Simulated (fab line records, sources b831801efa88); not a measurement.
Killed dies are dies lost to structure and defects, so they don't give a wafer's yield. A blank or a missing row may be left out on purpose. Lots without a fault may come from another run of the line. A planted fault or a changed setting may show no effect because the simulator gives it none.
fab line records | flow sky130
record lots=12 wafers=36 last_day=50
route steps=708 shown VT_ADJUST_NCORE@129 GATE_OXIDE@189 PAD_OPEN@708
lots that met no fault: from a run of the same line without faults
start_h: hours from the record's first day to the start of the lot's first wafer shown | wait_h: hours since the lot's step before | " the same as in the row above | L1.1+2: a row that stands for several wafers | - no value, or no start given | * or withheld: withheld | < > ~ a bound
route shown NAME@n: a module of which the file shows steps, and the number in the route of the first | usual: mean/standard deviation of fault-free wafers | same: alike in all rows | chamber/n: place in a boat | sites: the reading at each site | _std_site: their standard deviation | _edge_site: outer sites' mean less inner sites' | radius_mm: how far each site lies from the wafer's centre | mask NAME#n: copy n | behind: the tool/chamber that last shaped the wafer | hold: why the lot was held/for how many hours/how that ended | device: the transistor (n, p or np) that didn't switch | end of line: the same wafers' tests at the end of the route | a step without rows: its recipe alone | killed: dies lost to structure and defects at the first sort, not the wafer's yield | map: a wafer's dies, x killed, . not, _ none there
set.NAME: the setting as run; set.NAME@STEP: as run at that earlier step | model.NAME: the simulator's own value behind a step, which no gauge read
steps of the route over a sample of lots; a table a step, a row a wafer
services: from which hour (start_h, from the record's first day; less than 0 if before it) a tool's chamber was out of use, for how many hours, and why
## steps
# step SKY_VT_ADJUST_NCORE_STRIP_10
# recipe chemistry=O2/N2 power_w=1400 pressure_mtorr=1500 platen_temp_c=withheld o2_flow_sccm=3000 n2_flow_sccm=300 overash_fraction=0.5
# usual drypump_motor_current_A=5.68/0.22 oes_product_au=0.716/0.0045 strip_time_to_endpoint_s=14.16/0.039
# columns lot.wafer tool chamber start_h wait_h drypump_motor_current_A oes_product_au rf_hours_counter_h strip_time_to_endpoint_s
L680.1 plasma_asher-04 1 192.82 0.1 5.92 0.723 50 14.19
L680.4 " 1 " " 5.93 0.715 - 14.16
L680.6 " 0 " " 5.64 0.714 - 14.14
L682.1 plasma_asher-01 1 204.62 0.1 5.53 0.717 38 14.26
L682.4 " 1 " " 5.56 0.716 - 14.23
L682.5 " 1 " " 5.54 0.725 - 14.20
L683.4 plasma_asher-04 0 213.45 0.1 5.65 0.711 - 14.19
L683.5 " 0 " " 5.66 0.723 - 14.19
L683.6 " 1 " " 5.90 0.718 - 14.18
L689.1 plasma_asher-02 0 252.57 0.1 5.56 0.713 13 14.12
L689.3 " 0 " " 5.56 0.719 - 14.10
L689.4 " 1 " " 5.47 0.713 - 14.14
L690.2 plasma_asher-02 1 259.76 0.1 5.49 0.718 13 14.16
L690.3 " 0 " " 5.55 0.718 - 14.19
L690.6 " 0 " " 5.54 0.713 - 14.13
L692.1 plasma_asher-02 0 273.42 0.1 5.58 0.710 14 14.08
L692.2 " 1 " " 5.47 0.716 14 14.10
L692.4 " 1 " " 5.45 0.715 - 14.09
L694.3 plasma_asher-02 1 287.97 0.1 5.47 0.710 - 14.14
L694.5 " 1 " " 5.44 0.710 - 14.13
L694.6 " 0 " " 5.52 0.719 - 14.15
L698.1 plasma_asher-02 1 313.61 0.1 5.47 0.715 18 14.17
L698.3 " 0 " " 5.54 0.710 - 14.15
L698.5 " 0 " " 5.56 0.717 - 14.13
L699.1 plasma_asher-02 1 319.01 0.1 5.46 0.707 19 14.15
L699.4 " 1 " " 5.47 0.711 - 14.13
L699.6 " 1 " " 5.46 0.720 - 14.15
L700.2 plasma_asher-04 1 329.39 0.1 5.91 0.720 63 14.21
L700.3 " 1 " " 5.90 0.719 - 14.20
L700.6 " 1 " " 5.91 0.715 - 14.24
L701.1 plasma_asher-02 0 334.71 0.1 5.54 0.719 20 14.11
L701.2 " 1 " " 5.46 0.719 20 14.17
L701.3 " 0 " " 5.58 0.723 - 14.15
L702.4 plasma_asher-04 1 343.80 0.1 5.98 0.717 - 14.08
L702.5 " 1 " " 5.90 0.714 - 14.16
L702.6 " 0 " " 5.61 0.718 - 14.15
# step SKY_GATE_OXIDE_THK_MEAS_02
# recipe reads=SiO2_of_GATE_OXIDE_OXIDATION_01
# usual GATE_OXIDE_OXIDATION_00_THK=10.19/0.25
# columns lot.wafer tool chamber start_h wait_h GATE_OXIDE_OXIDATION_00_THK[nm]
L680.1 film_metro-03 - 289.34 0.0 10.69
L680.4 " - " " 10.44
L680.6 " - " " 10.55
L682.1 film_metro-03 - 306.57 0.0 10.22
L682.4 " - " " 10.03
L682.5 " - " " 10.24
L683.4 film_metro-03 - 315.07 0.0 9.83
L683.5 " - " " 9.73
L683.6 " - " " 9.59
L689.1 film_metro-02 - 369.57 0.0 10.32
L689.3 " - " " 10.22
L689.4 " - " " 10.25
L690.2 film_metro-01 - 373.73 0.0 10.39
L690.3 " - " " 10.36
L690.6 " - " " 10.58
L692.1 film_metro-03 - 388.97 0.0 9.95
L692.2 " - " " 9.87
L692.4 " - " " 9.93
L694.3 film_metro-01 - 406.22 0.0 10.06
L694.5 " - " " 10.00
L694.6 " - " " 10.00
L698.1 film_metro-03 - 437.78 0.0 10.01
L698.3 " - " " 9.67
L698.5 " - " " 9.84
L699.1 film_metro-03 - 442.70 0.0 10.30
L699.4 " - " " 10.35
L699.6 " - " " 10.27
L700.2 film_metro-02 - 455.84 0.0 10.08
L700.3 " - " " 9.92
L700.6 " - " " 10.03
L701.1 film_metro-02 - 460.30 0.0 9.82
L701.2 " - " " 10.07
L701.3 " - " " 10.11
L702.4 film_metro-01 - 471.07 0.0 10.15
L702.5 " - " " 9.78
L702.6 " - " " 9.97
# step SKY_GATE_OXIDE_IMPLANT_11
# recipe species=B energy_kev=10 dose_cm2=2.6e+12 tilt_deg=withheld
# usual dose_ions_cm2=2.6e+12/3.1e+09 faraday_current_uA=14.6/0.31
# same implant_ion_amu=11
# columns lot.wafer tool chamber start_h wait_h dose_ions_cm2 faraday_current_uA
L680.1 implanter-04 0 315.19 0.0 2.601e+12 14.8
L680.4 " 0 " " 2.605e+12 15.0
L680.6 " 0 " " 2.601e+12 14.7
L682.1 implanter-03 0 333.37 0.0 2.604e+12 14.5
L682.4 " 0 " " 2.596e+12 14.2
L682.5 " 0 " " 2.599e+12 14.1
L683.4 implanter-03 0 342.27 0.1 2.605e+12 14.7
L683.5 " 0 " " 2.604e+12 14.8
L683.6 " 0 " " 2.601e+12 14.4
L689.1 implanter-03 0 398.85 0.0 4.267e+12 24.2
L689.3 " 0 " " 4.267e+12 24.3
L689.4 " 0 " " 4.268e+12 23.5
L690.2 implanter-03 0 402.67 0.0 4.267e+12 24.3
L690.3 " 0 " " 4.269e+12 23.8
L690.6 " 0 " " 4.266e+12 23.9
L692.1 implanter-04 0 418.75 0.0 2.598e+12 14.1
L692.2 " 0 " " 2.599e+12 14.7
L692.4 " 0 " " 2.597e+12 14.4
L694.3 implanter-04 0 437.30 0.1 2.6e+12 14.9
L694.5 " 0 " " 2.6e+12 14.5
L694.6 " 0 " " 2.606e+12 14.1
L698.1 implanter-02 0 469.74 0.0 2.598e+12 14.8
L698.3 " 0 " " 2.599e+12 14.6
L698.5 " 0 " " 2.604e+12 14.7
L699.1 implanter-02 0 473.94 0.0 2.599e+12 14.6
L699.4 " 0 " " 2.603e+12 14.6
L699.6 " 0 " " 2.604e+12 14.5
L700.2 implanter-04 0 487.62 0.0 2.603e+12 15.0
L700.3 " 0 " " 2.603e+12 15.1
L700.6 " 0 " " 2.602e+12 14.9
L701.1 implanter-02 0 492.24 0.0 2.594e+12 14.4
L701.2 " 0 " " 2.596e+12 14.6
L701.3 " 0 " " 2.595e+12 14.8
L702.4 implanter-04 0 502.92 0.1 2.601e+12 14.1
L702.5 " 0 " " 2.6e+12 15.0
L702.6 " 0 " " 2.6e+12 14.3
# step SKY_GATE_OXIDE_STRIP_13
# recipe chemistry=O2/N2 power_w=1400 pressure_mtorr=1500 platen_temp_c=withheld o2_flow_sccm=3000 n2_flow_sccm=300 overash_fraction=0.5
# usual drypump_motor_current_A=5.8/0.34 oes_product_au=0.716/0.0045 strip_time_to_endpoint_s=14.18/0.045
# columns lot.wafer tool chamber start_h wait_h drypump_motor_current_A oes_product_au rf_hours_counter_h strip_time_to_endpoint_s
L680.1 plasma_asher-01 1 315.44 0.0 5.6 0.706 49 14.15
L680.4 " 0 " " 6.4 0.714 - 14.15
L680.6 " 1 " " 5.5 0.716 - 14.22
L682.1 plasma_asher-01 0 333.62 0.0 6.4 0.724 51 14.17
L682.4 " 1 " " 5.6 0.720 - 14.19
L682.5 " 1 " " 5.6 0.713 - 14.20
L683.4 plasma_asher-01 1 342.48 0.0 5.6 0.718 - 14.16
L683.5 " 0 " " 6.4 0.710 - 14.17
L683.6 " 1 " " 5.6 0.717 - 14.18
L689.1 plasma_asher-02 1 399.12 0.0 5.5 0.714 27 14.10
L689.3 " 0 " " 5.6 0.713 - 14.10
L689.4 " 1 " " 5.5 0.724 - 14.11
L690.2 plasma_asher-04 1 402.90 0.0 5.9 0.715 70 14.11
L690.3 " 1 " " 6.0 0.708 - 14.13
L690.6 " 1 " " 6.0 0.718 - 14.18
L692.1 plasma_asher-04 0 419.01 0.0 5.7 0.718 72 14.23
L692.2 " 1 " " 5.9 0.724 72 14.24
L692.4 " 0 " " 5.6 0.718 - 14.24
L694.3 plasma_asher-01 0 437.53 0.0 6.4 0.720 - 14.19
L694.5 " 0 " " 6.4 0.718 - 14.20
L694.6 " 1 " " 5.5 0.717 - 14.14
L698.1 plasma_asher-01 1 470.00 0.0 5.5 0.715 64 14.19
L698.3 " 1 " " 5.6 0.718 - 14.25
L698.5 " 0 " " 6.4 0.720 - 14.21
L699.1 plasma_asher-02 0 474.19 0.0 5.5 0.721 33 14.13
L699.4 " 0 " " 5.6 0.708 - 14.11
L699.6 " 1 " " 5.5 0.718 - 14.11
L700.2 plasma_asher-02 0 487.85 0.0 5.6 0.716 35 14.22
L700.3 " 0 " " 5.6 0.714 - 14.24
L700.6 " 0 " " 5.5 0.717 - 14.21
L701.1 plasma_asher-01 0 492.50 0.0 6.3 0.728 66 14.16
L701.2 " 1 " " 5.5 0.715 66 14.24
L701.3 " 0 " " 6.4 0.707 - 14.18
L702.4 plasma_asher-04 1 503.13 0.0 5.9 0.707 - 14.18
L702.5 " 1 " " 5.9 0.710 - 14.20
L702.6 " 0 " " 5.6 0.719 - 14.15
# step SKY_GATE_OXIDE_TW_MEAS_14
# usual GATE_OXIDE_TW=223.9/1.5
# columns lot.wafer tool chamber start_h wait_h GATE_OXIDE_TW
L680.1 film_metro-01 - 315.54 0.1 223.9
L680.4 " - " " 224.1
L680.6 " - " " 224.3
L682.1 film_metro-02 - 333.72 0.1 222.0
L682.4 " - " " 223.3
L682.5 " - " " 221.0
L683.4 film_metro-01 - 342.58 0.1 223.2
L683.5 " - " " 223.0
L683.6 " - " " 223.4
L689.1 film_metro-02 - 399.22 0.1 257.7
L689.3 " - " " 256.7
L689.4 " - " " 257.8
L690.2 film_metro-03 - 403.01 0.1 259.3
L690.3 " - " " 260.6
L690.6 " - " " 260.9
L692.1 film_metro-03 - 419.11 0.1 226.6
L692.2 " - " " 226.2
L692.4 " - " " 226.0
L694.3 film_metro-02 - 437.62 0.1 221.4
L694.5 " - " " 221.5
L694.6 " - " " 222.0
L698.1 film_metro-03 - 470.10 0.1 225.9
L698.3 " - " " 225.9
L698.5 " - " " 227.0
L699.1 film_metro-02 - 474.29 0.1 224.3
L699.4 " - " " 223.3
L699.6 " - " " 223.7
L700.2 film_metro-02 - 487.96 0.1 223.0
L700.3 " - " " 222.6
L700.6 " - " " 223.4
L701.1 film_metro-02 - 492.60 0.1 222.9
L701.2 " - " " 222.1
L701.3 " - " " 222.3
L702.4 film_metro-01 - 503.23 0.1 223.1
L702.5 " - " " 222.6
L702.6 " - " " 222.5
# step SKY_PAD_OPEN_PROBE_99
# usual killed_at_M0_to_M3=43/7.9 killed_at_M4_up=2.9/1.8 killed_at_contacts=24/5.5 killed_at_front_end=15/4.2 killed_at_other=0.2/0.46 killed_dies=86/11 killed_open=47/8.1 killed_short=39/6.4
# same gross_dies=492 killed_at_back_side=0
# columns lot.wafer tool chamber start_h wait_h killed_at_M0_to_M3 killed_at_M4_up killed_at_contacts killed_at_front_end killed_at_other killed_dies killed_open killed_short
L690.2 prober-02 - 1149.73 0.1 45 4 21 13 0 83 35 48
L690.3 prober-02 - 1149.78 0.2 49 4 17 22 0 92 55 37
L690.6 prober-02 - 1149.93 0.2 32 1 21 15 0 69 33 36
# killed by level:class
L690.2 CONTACT:geometric_particle:open=7 VIA1:geometric_particle:open=7 METAL2:geometric_particle:short=7 VIA2:geometric_particle:open=7 LOCAL_INTERCONNECT:geometric_particle:short=6 VIA3:geometric_particle:short=5 FIELD_ISO:geometric_particle:short=4 FIELD_ISO:geometric_particle:open=4
L690.3 VIA1:geometric_particle:open=11 VIA3:geometric_particle:open=9 VIA2:geometric_particle:open=8 FIELD_ISO:geometric_particle:open=6 CONTACT:geometric_particle:open=6 FIELD_ISO:geometric_particle:short=5 VIA1:geometric_particle:short=5 LI_CONTACT:geometric_particle:open=4
L690.6 VIA1:geometric_particle:open=9 CONTACT:geometric_particle:open=8 CONTACT:geometric_particle:short=7 VIA1:geometric_particle:short=7 POLY_GATE:geometric_particle:short=5 METAL1:geometric_particle:short=4 VIA2:geometric_particle:open=4 FIELD_ISO:geometric_particle:open=3
## services
# columns tool chamber start_h hours kind
implanter-02 - 187.44 1.8 repair
implanter-04 - 194.54 6.0 pm
implanter-03 - 198.47 3.7 repair
implanter-04 - 224.18 2.9 repair
implanter-04 - 240.86 9.3 repair
implanter-04 - 253.94 2.6 repair
plasma_asher-02 - 270.69 1.2 repair
implanter-03 - 279.64 5.3 repair
implanter-04 - 311.86 3.2 repair
implanter-03 - 318.35 1.0 repair
plasma_asher-01 - 325.58 2.8 pm
implanter-04 - 328.91 6.6 repair
implanter-02 - 335.37 2.4 repair
plasma_asher-04 - 372.60 2.8 repair
implanter-04 - 390.79 0.7 repair
plasma_asher-02 - 416.58 8.6 repair
plasma_asher-04 - 417.02 1.9 repair
plasma_asher-04 - 421.25 9.0 pm
plasma_asher-04 0 421.25 9.0 vent_cycle
plasma_asher-04 1 421.25 9.0 vent_cycle
plasma_asher-04 0 430.25 - clean
plasma_asher-01 - 442.85 4.3 pm
implanter-02 - 463.80 2.4 repair
implanter-02 - 502.29 3.9 pm
## key
first_sign step=SKY_GATE_OXIDE_IMPLANT_11 reading=dose_ions_cm2 direction=up sigmas=99+ usual=* struck=*
effect step=SKY_GATE_OXIDE_IMPLANT_11 reading=faraday_current_uA direction=up sigmas=31 usual=14.6 struck=24.0
effect step=SKY_GATE_OXIDE_TW_MEAS_14 reading=GATE_OXIDE_TW direction=up sigmas=24 usual=223.9 struck=258.8
met_at SKY_GATE_OXIDE_IMPLANT_11
struck_lots L689,L690
tester_left_out L689,L690
not_acting_at SKY_VT_ADJUST_NCORE_STRIP_10,SKY_GATE_OXIDE_THK_MEAS_02,SKY_GATE_OXIDE_STRIP_13
onset_between 342.27 398.85
fault kind=process_parameter_drift tool=implanter-03 chamber=- onset_h=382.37 steps=SKY_GATE_OXIDE_IMPLANT_11 channel=dose_cm2 offset=* shape=step end_h=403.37 acts_in=* stated=*
# tester_left_out: of these lots the tester's yield and bins aren't shown, on N5 and GAA mostly nor the transistor test; their killed dies are dies lost to structure and defects alone, not to doping, threshold or leakage, so they don't give the yield
